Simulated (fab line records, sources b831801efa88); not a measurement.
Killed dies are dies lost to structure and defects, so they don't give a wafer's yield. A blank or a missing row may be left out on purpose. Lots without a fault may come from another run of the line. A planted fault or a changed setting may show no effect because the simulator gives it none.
Which tool did it? | flow gf180mcu | 11 lots, 33 wafers sampled, at 2 steps of a route of 602

WHAT THE GAUGES READ, wafer by wafer
GF_HV_LDD_CD_MEAS_07: target cd 400 nm.
lot  | measured     | on        | cd_nm (nm)
L554 | day 9 18:59  | cd_sem-01 | 401.3 402.2 403.2
L555 | day 10 03:29 | cd_sem-01 | 400.4 402.6 401.9
L556 | day 10 11:40 | cd_sem-02 | 396.0 397.0 396.2
L557 | day 10 18:36 | cd_sem-02 | 400.8 402.6 401.3
L558 | day 11 01:40 | cd_sem-01 | 399.4 398.3 400.3
L559 | day 11 07:13 | cd_sem-02 | 372.1 373.0 372.7
L560 | day 11 21:20 | cd_sem-02 | 378.4 379.5 378.7
L569 | day 15 00:10 | cd_sem-01 | 405.4 407.1 404.8
L572 | day 15 14:11 | cd_sem-01 | 398.7 397.8 400.0
L575 | day 16 09:46 | cd_sem-02 | 400.6 401.4 398.7
L577 | day 17 02:22 | cd_sem-02 | 399.8 399.6 399.9

WHICH TOOL RAN EACH LOT (tool, then ch and the chambers of the sampled wafers, then the start)
lot  | GF_HV_LDD_EXPOSE_04
L554 | iline_stepper-02 ch 0, day 9 10:39
L555 | iline_stepper-01 ch 0, day 9 19:10
L556 | iline_stepper-01 ch 0, day 10 02:51
L557 | iline_stepper-01 ch 0, day 10 09:37
L558 | iline_stepper-01 ch 0, day 10 17:01
L559 | iline_stepper-01 ch 0, day 10 22:17
L560 | iline_stepper-01 ch 0, day 11 12:02
L569 | iline_stepper-02 ch 0, day 14 13:28
L572 | iline_stepper-02 ch 0, day 15 03:31
L575 | iline_stepper-02 ch 0, day 15 22:53
L577 | iline_stepper-02 ch 0, day 16 15:44
- GF_HV_LDD_EXPOSE_04: exposes mask Nplus LV AREA, target cd 400 nm.

THE ANSWER, worked out from the rows above alone
Rule: what is usual is taken from the lots themselves. Put in order of their means at a reading, lots are off if they are a third of the lots or fewer, leave a main group of 4 or more, and stand apart from it by a gap of 3 or more times the standard deviation of the main group's means; of several such gaps the widest counts. A main group whose means are all the same, to the digits that the tables above print for the reading, isn't used. A lot without any number at a reading at which 4 lots or more have one is off too. The other lots that the step has rows for count as sound.
Off: L559, L560, at GF_HV_LDD_CD_MEAS_07 (cd_nm). The main group: mean 400.6 nm, standard deviation 2.5.
A tool fits if, at a process step before that reading, it ran every lot that is off, and no sound lot after the first of them. The gauges at GF_HV_LDD_CD_MEAS_07 are tried like those tools. One fits: iline_stepper-01 at GF_HV_LDD_EXPOSE_04. Its last sound lot is L558 (day 10 17:01), its first lot that is off L559 (day 10 22:17): a fault that began between those two fits.

WHAT THE SIMULATOR HAD PUT IN
Process parameter drift: iline_stepper-01, from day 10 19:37 on, at GF_HV_LDD_EXPOSE_04. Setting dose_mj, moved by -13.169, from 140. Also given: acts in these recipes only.
Lots struck among those shown: L559, L560. The rule above found the same.
